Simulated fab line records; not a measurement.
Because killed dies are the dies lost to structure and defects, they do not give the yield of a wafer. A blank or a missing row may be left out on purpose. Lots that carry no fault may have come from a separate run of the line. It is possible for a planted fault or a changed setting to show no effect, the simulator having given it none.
fab line records + flow sfq-line + part 2 of 2: steps 26 to 34 of 34
[record]
- lots = 5
- wafers = 15
- last-day = 75
route steps=325 shown C5@248 M6@251 I6@266 M7@281
lots that met no fault: from a run of the same line without faults
start-h: hours from the record's first day to the start of the lot's first wafer shown + wait-h: how many hours have passed since the lot's step before this one + " the same as in the row above + L1.1+2: a row that stands for several wafers + - no value, or no start given + * or withheld: withheld + < > ~ a bound
route shown NAME@n: names a module that has steps shown in the file, with the first one's number in the route + usual: the fault-free wafers' mean and standard deviation + same: alike in all rows + chamber/n: place in a boat + sites: per-site readings + _std_site: the values' standard deviation + _edge_site: outer sites' mean less inner sites' + radius-mm: for every site, how far away it sits from the centre of the wafer + mask NAME#n: copy n + behind: the most recent tool/chamber to have shaped the wafer + hold: what put the lot on hold/how long, in hours/how the hold closed + device: names the non-switching transistor (n, p or np) + end of line: at the end of the route, the tests of the same wafers + for a step that has no rows: nothing shown but its recipe + killed: dies lost to structure and defects at the first sort, not the wafer's yield + map: the dies of a wafer, with x for killed, . for not killed, _ for no die there
set.NAME: the run value of the setting; set.NAME@STEP: its run value at that earlier step + model.NAME: the simulator's own value behind a step, which no gauge read
lots at some steps of the route; a table a step, a row a wafer
services: a tool's chamber out of use, with start hour (start-h, from the record's first day; less than 0 if before it), hours out, and reason
[[steps]]
[step SFQ_TRILAYER_I6_VIA_LITHO_PEB_172]
[recipe]
- peb-temp-c = 115
- peb-time-s = 60
- resist = KrF
[usual]
- plate-temp-C = 115.01/0.12
- resist-line-temp-C = 23.00/0.11
| lot.wafer | tool           | chamber | start-h | wait-h | plate-temp-C | resist-line-temp-C |
|-----------|----------------|---------|---------|--------|--------------|--------------------|
| L075.1    | litho-track-03 | 0       | 1402.88 | 1.0    | 114.93       | 22.81              |
| L075.2    | "              | 0       | "       | "      | 115.04       | 22.84              |
| L075.3    | "              | 0       | "       | "      | 114.90       | 22.69              |
| L081.1    | litho-track-03 | 0       | 1457.53 | 1.0    | 115.05       | 22.82              |
| L081.2    | "              | 0       | "       | "      | 115.20       | 22.79              |
| L081.6    | "              | 0       | "       | "      | 115.20       | 22.70              |
| L084.2    | litho-track-03 | 0       | 1466.77 | 0.8    | 114.85       | 22.82              |
| L084.3    | "              | 0       | "       | "      | 115.04       | 23.06              |
| L084.4    | "              | 0       | "       | "      | 114.93       | 22.99              |
| L096.2    | litho-track-01 | 0       | 1635.64 | 0.8    | 114.95       | 22.88              |
| L096.3    | "              | 0       | "       | "      | 114.90       | 22.92              |
| L096.6    | "              | 0       | "       | "      | 115.15       | 23.01              |
| L097.4    | litho-track-02 | 0       | 1657.29 | 0.5    | 115.06       | 23.08              |
| L097.5    | "              | 0       | "       | "      | 115.03       | 22.87              |
| L097.6    | "              | 0       | "       | "      | 115.13       | 23.23              |
[step SFQ_TRILAYER_I6_VIA_LITHO_DEVELOP_171]
[recipe]
- time-s = 60
- resist = KrF
[usual]
- resist-line-temp-C = 23.01/0.11
| lot.wafer | tool           | chamber | start-h | wait-h | resist-line-temp-C |
|-----------|----------------|---------|---------|--------|--------------------|
| L075.1    | litho-track-03 | 0       | 1403.03 | 0.1    | 23.02              |
| L075.2    | "              | 0       | "       | "      | 23.07              |
| L075.3    | "              | 0       | "       | "      | 22.79              |
| L081.1    | litho-track-03 | 0       | 1457.68 | 0.1    | 23.10              |
| L081.2    | "              | 0       | "       | "      | 23.08              |
| L081.6    | "              | 0       | "       | "      | 22.91              |
| L084.2    | litho-track-03 | 0       | 1466.92 | 0.1    | 22.94              |
| L084.3    | "              | 0       | "       | "      | 22.93              |
| L084.4    | "              | 0       | "       | "      | 22.95              |
| L096.2    | litho-track-01 | 0       | 1635.79 | 0.1    | 22.90              |
| L096.3    | "              | 0       | "       | "      | 23.01              |
| L096.6    | "              | 0       | "       | "      | 23.03              |
| L097.4    | litho-track-02 | 0       | 1657.44 | 0.1    | 23.10              |
| L097.5    | "              | 0       | "       | "      | 23.07              |
| L097.6    | "              | 0       | "       | "      | 23.02              |
[step SFQ_I6_OVL_MEAS_942]
[usual]
- I6_OVL = -1/5.4
| lot.wafer | tool       | chamber | start-h | wait-h | I6_OVL[nm] |
|-----------|------------|---------|---------|--------|------------|
| L075.1    | overlay-01 | -       | 1403.18 | 0.1    | 0          |
| L075.2    | "          | -       | "       | "      | 4          |
| L075.3    | "          | -       | "       | "      | 4          |
| L081.1    | overlay-02 | -       | 1457.83 | 0.1    | -11        |
| L081.2    | "          | -       | "       | "      | -10        |
| L081.6    | "          | -       | "       | "      | -5         |
| L084.2    | overlay-01 | -       | 1467.05 | 0.1    | 3          |
| L084.3    | "          | -       | "       | "      | 7          |
| L084.4    | "          | -       | "       | "      | 4          |
| L096.2    | overlay-02 | -       | 1635.93 | 0.1    | -5         |
| L096.3    | "          | -       | "       | "      | 1          |
| L096.6    | "          | -       | "       | "      | -7         |
| L097.4    | overlay-01 | -       | 1657.54 | 0.1    | -8         |
| L097.5    | "          | -       | "       | "      | -12        |
| L097.6    | "          | -       | "       | "      | -12        |
[step SFQ_TRILAYER_I6_VIA_BARC_OPEN_VIA_ETCH_235]
[recipe]
- mask-material = PR
- chemistry = O2
- target-depth-nm = 125
- target = BARC
- source-w = 500
- bias-w = 80
- pressure-mtorr = 30
- time-s = 41.7
[usual]
- drypump-motor-current-A = 5.7/0.34
- oes-product-au = 0.686/0.0047
| lot.wafer | tool        | chamber | start-h | wait-h | drypump-motor-current-A | oes-product-au | rf-hours-counter-h |
|-----------|-------------|---------|---------|--------|-------------------------|----------------|--------------------|
| L075.1    | rie-diel-03 | 1       | 1403.22 | 0.0    | 5.4                     | 0.691          | 6                  |
| L075.2    | "           | 0       | "       | "      | 6.0                     | 0.683          | 14                 |
| L075.3    | "           | 2       | "       | "      | 5.5                     | 0.689          | 19                 |
| L081.1    | rie-diel-03 | 1       | 1457.87 | 0.0    | 5.4                     | 0.687          | 7                  |
| L081.2    | "           | 0       | "       | "      | 6.0                     | 0.682          | 15                 |
| L081.6    | "           | 2       | "       | "      | 5.5                     | 0.681          | -                  |
| L084.2    | rie-diel-01 | 1       | 1467.08 | 0.0    | 5.1                     | 0.687          | 11                 |
| L084.3    | "           | 3       | "       | "      | 5.4                     | 0.679          | 21                 |
| L084.4    | "           | 0       | "       | "      | 5.2                     | 0.694          | 12                 |
| L096.2    | rie-diel-02 | 2       | 1635.96 | 0.0    | 6.0                     | 0.690          | 21                 |
| L096.3    | "           | 0       | "       | "      | 5.7                     | 0.683          | 16                 |
| L096.6    | "           | 1       | "       | "      | 5.1                     | 0.690          | -                  |
| L097.4    | rie-diel-01 | 2       | 1657.56 | 0.0    | 5.6                     | 0.686          | 3                  |
| L097.5    | "           | 2       | "       | "      | 5.6                     | 0.683          | -                  |
| L097.6    | "           | 3       | "       | "      | 5.4                     | 0.684          | -                  |
[step SFQ_TRILAYER_I6_VIA_ETCH_VIA_ETCH_172]
[recipe]
- target = SiO2
- stop-on = Nb
- mask-material = PR
- taper-deg = 20
- chemistry = CHF3
- target-depth-nm = 260
- source-w = 500
- bias-w = 80
- pressure-mtorr = 30
- time-s = withheld
[usual]
- drypump-motor-current-A = 5.7/0.34
- oes-product-au = 0.857/0.0057
| lot.wafer | tool        | chamber | start-h | wait-h | drypump-motor-current-A | oes-product-au |
|-----------|-------------|---------|---------|--------|-------------------------|----------------|
| L075.1    | rie-diel-03 | 1       | 1403.26 | 0.0    | 5.4                     | 0.870          |
| L075.2    | "           | 0       | "       | "      | 6.0                     | 0.861          |
| L075.3    | "           | 2       | "       | "      | 5.5                     | 0.862          |
| L081.1    | rie-diel-03 | 1       | 1457.91 | 0.0    | 5.4                     | 0.863          |
| L081.2    | "           | 0       | "       | "      | 6.0                     | 0.863          |
| L081.6    | "           | 2       | "       | "      | 5.5                     | 0.859          |
| L084.2    | rie-diel-01 | 1       | 1467.12 | 0.0    | 5.2                     | 0.856          |
| L084.3    | "           | 3       | "       | "      | 5.4                     | 0.848          |
| L084.4    | "           | 0       | "       | "      | 5.2                     | 0.846          |
| L096.2    | rie-diel-02 | 2       | 1635.99 | 0.0    | 6.0                     | 0.850          |
| L096.3    | "           | 0       | "       | "      | 5.8                     | 0.853          |
| L096.6    | "           | 1       | "       | "      | 5.2                     | 0.852          |
| L097.4    | rie-diel-01 | 2       | 1657.59 | 0.0    | 5.6                     | 0.861          |
| L097.5    | "           | 2       | "       | "      | 5.6                     | 0.857          |
| L097.6    | "           | 3       | "       | "      | 5.4                     | 0.863          |
[step SFQ_TRILAYER_I6_VIA_STRIP_STRIP_173]
[recipe]
- gas = O2
- power-w = 200
- platen-temp-c = 40
- overash-fraction = 0.65
- chemistry = O2
- pressure-mtorr = 50
[usual]
- drypump-motor-current-A = 5.89/0.25
- oes-product-au = 1.000/0.0076
[same]
- overash-fraction = 0.65
| lot.wafer | tool         | chamber | start-h | wait-h | drypump-motor-current-A | oes-product-au | rf-hours-counter-h |
|-----------|--------------|---------|---------|--------|-------------------------|----------------|--------------------|
| L075.1    | rie-metal-04 | 1       | 1403.37 | -      | 5.41                    | 1.006          | 130                |
| L075.2    | "            | 0       | "       | "      | 6.38                    | 1.015          | 11                 |
| L075.3    | "            | 1       | "       | "      | 5.39                    | 1.010          | -                  |
| L081.1    | rie-metal-04 | 1       | 1458.02 | -      | 5.44                    | 1.003          | 137                |
| L081.2    | "            | 0       | "       | "      | 6.36                    | 1.002          | 18                 |
| L081.6    | "            | 0       | "       | "      | 6.39                    | 0.999          | -                  |
| L084.2    | rie-metal-03 | 1       | 1467.24 | -      | 5.99                    | 0.996          | 148                |
| L084.3    | "            | 0       | "       | "      | 5.87                    | 1.013          | -                  |
| L084.4    | "            | 1       | "       | "      | 5.94                    | 0.998          | -                  |
| L096.2    | rie-metal-01 | 1       | 1636.11 | -      | 5.85                    | 0.998          | 71                 |
| L096.3    | "            | 0       | "       | "      | 5.75                    | 0.999          | -                  |
| L096.6    | "            | 1       | "       | "      | 5.82                    | 0.989          | -                  |
| L097.4    | rie-metal-03 | 0       | 1657.91 | -      | 5.89                    | 1.007          | -                  |
| L097.5    | "            | 0       | "       | "      | 5.83                    | 1.001          | -                  |
| L097.6    | "            | 1       | "       | "      | 5.97                    | 1.002          | -                  |
[step SFQ_TRILAYER_I6_VIA_STRIP_SOLV_CLEAN_174]
[recipe]
- chemistry = NMP
- temp-c = 70
- time-s = 600
| lot.wafer  | tool         | chamber | start-h | wait-h |
|------------|--------------|---------|---------|--------|
| L075.1+2+3 | wet-bench-03 | 4,6,5   | 1403.97 | 0.4    |
| L081.1+2+6 | wet-bench-02 | 7,1,2   | 1458.62 | 0.4    |
| L084.2+3+4 | wet-bench-03 | 0,7,6   | 1467.84 | 0.4    |
| L096.2+3+6 | wet-bench-01 | 7,0,6   | 1636.71 | 0.4    |
| L097.4+5+6 | wet-bench-03 | 7,4,3   | 1658.31 | 0.2    |
[step SFQ_TRILAYER_M7_DEP_PRE_CLEAN_176]
[recipe]
- gas = Ar
- time-s = 22.5
- bias-v = 250
| lot.wafer  | tool           | chamber | start-h | wait-h |
|------------|----------------|---------|---------|--------|
| L075.1+2+3 | pvd-sputter-04 | -       | 1404.14 | 0.0    |
| L081.1+2+6 | pvd-sputter-04 | -       | 1458.79 | 0.0    |
| L084.2+3+4 | pvd-sputter-04 | -       | 1468.01 | 0.0    |
| L096.2+3+6 | pvd-sputter-05 | -       | 1636.90 | 0.0    |
| L097.4+5+6 | pvd-sputter-05 | -       | 1658.48 | 0.0    |
[step SFQ_TRILAYER_M7_DEP_SPUTTER_175]
[recipe]
- material = Nb
- base-pressure-pa = 1.33e-06
- chamber-pressure-pa = 0.1333
- substrate-temp-c = 20
- target-thk-nm = 200
- power-w = 2000
- time-s = 133.3
[usual]
- substrate-temp-c = 20.00/0.096
- throttle-valve-pct = 29.9/0.62
| lot.wafer | tool           | chamber | start-h | wait-h | substrate-temp-c | throttle-valve-pct |
|-----------|----------------|---------|---------|--------|------------------|--------------------|
| L075.1    | pvd-sputter-04 | -       | 1404.17 | 0.0    | 20.19            | 30.0               |
| L075.2    | "              | -       | "       | "      | 20.04            | 29.8               |
| L075.3    | "              | -       | "       | "      | 19.85            | 29.7               |
| L081.1    | pvd-sputter-04 | -       | 1458.82 | 0.0    | 20.03            | 29.9               |
| L081.2    | "              | -       | "       | "      | 19.84            | 30.8               |
| L081.6    | "              | -       | "       | "      | 20.02            | 30.2               |
| L084.2    | pvd-sputter-04 | -       | 1468.04 | 0.0    | 20.16            | 29.6               |
| L084.3    | "              | -       | "       | "      | 20.17            | 30.7               |
| L084.4    | "              | -       | "       | "      | 20.08            | 29.7               |
| L096.2    | pvd-sputter-05 | -       | 1636.93 | 0.0    | 20.25            | 31.3               |
| L096.3    | "              | -       | "       | "      | 19.90            | 30.9               |
| L096.6    | "              | -       | "       | "      | 20.08            | 30.6               |
| L097.4    | pvd-sputter-05 | -       | 1658.51 | 0.0    | 20.08            | 31.0               |
| L097.5    | "              | -       | "       | "      | 20.11            | 30.0               |
| L097.6    | "              | -       | "       | "      | 20.03            | 30.8               |
[[services]]
| tool           | chamber | start-h | hours | kind   |
|----------------|---------|---------|-------|--------|
| krf-scanner-01 | -       | 1243.46 | 4.0   | pm     |
| rie-diel-03    | 0       | 1244.10 | 8.5   | repair |
| krf-scanner-02 | -       | 1248.39 | 3.6   | pm     |
| pvd-sputter-06 | -       | 1252.16 | 1.0   | repair |
| pvd-sputter-06 | -       | 1253.00 | 1.3   | repair |
| krf-scanner-02 | -       | 1254.34 | 0.8   | pm     |
| krf-scanner-01 | -       | 1270.04 | 2.8   | repair |
| pvd-sputter-06 | -       | 1270.74 | 1.5   | repair |
| wet-bench-03   | -       | 1309.36 | 1.9   | pm     |
| pvd-sputter-04 | -       | 1354.35 | 2.6   | repair |
| pvd-sputter-06 | -       | 1399.72 | 5.6   | repair |
| wet-bench-03   | -       | 1434.36 | 4.5   | repair |
| rie-metal-02   | 1       | 1434.59 | 2.9   | repair |
| pvd-sputter-06 | -       | 1442.19 | 3.7   | repair |
| wet-bench-03   | -       | 1465.17 | 2.1   | repair |
| pvd-sputter-06 | -       | 1476.64 | 1.7   | repair |
| pvd-sputter-05 | -       | 1478.21 | 1.8   | repair |
| pvd-sputter-05 | -       | 1510.06 | 10.2  | repair |
| rie-metal-01   | 1       | 1531.44 | 5.1   | repair |
| pvd-sputter-04 | -       | 1573.41 | 9.2   | repair |
| rie-metal-02   | 1       | 1604.73 | 2.6   | repair |
| pvd-sputter-05 | -       | 1608.00 | 5.0   | repair |
| rie-metal-02   | 0       | 1622.97 | 2.0   | repair |
| pvd-sputter-06 | -       | 1633.83 | 2.0   | repair |
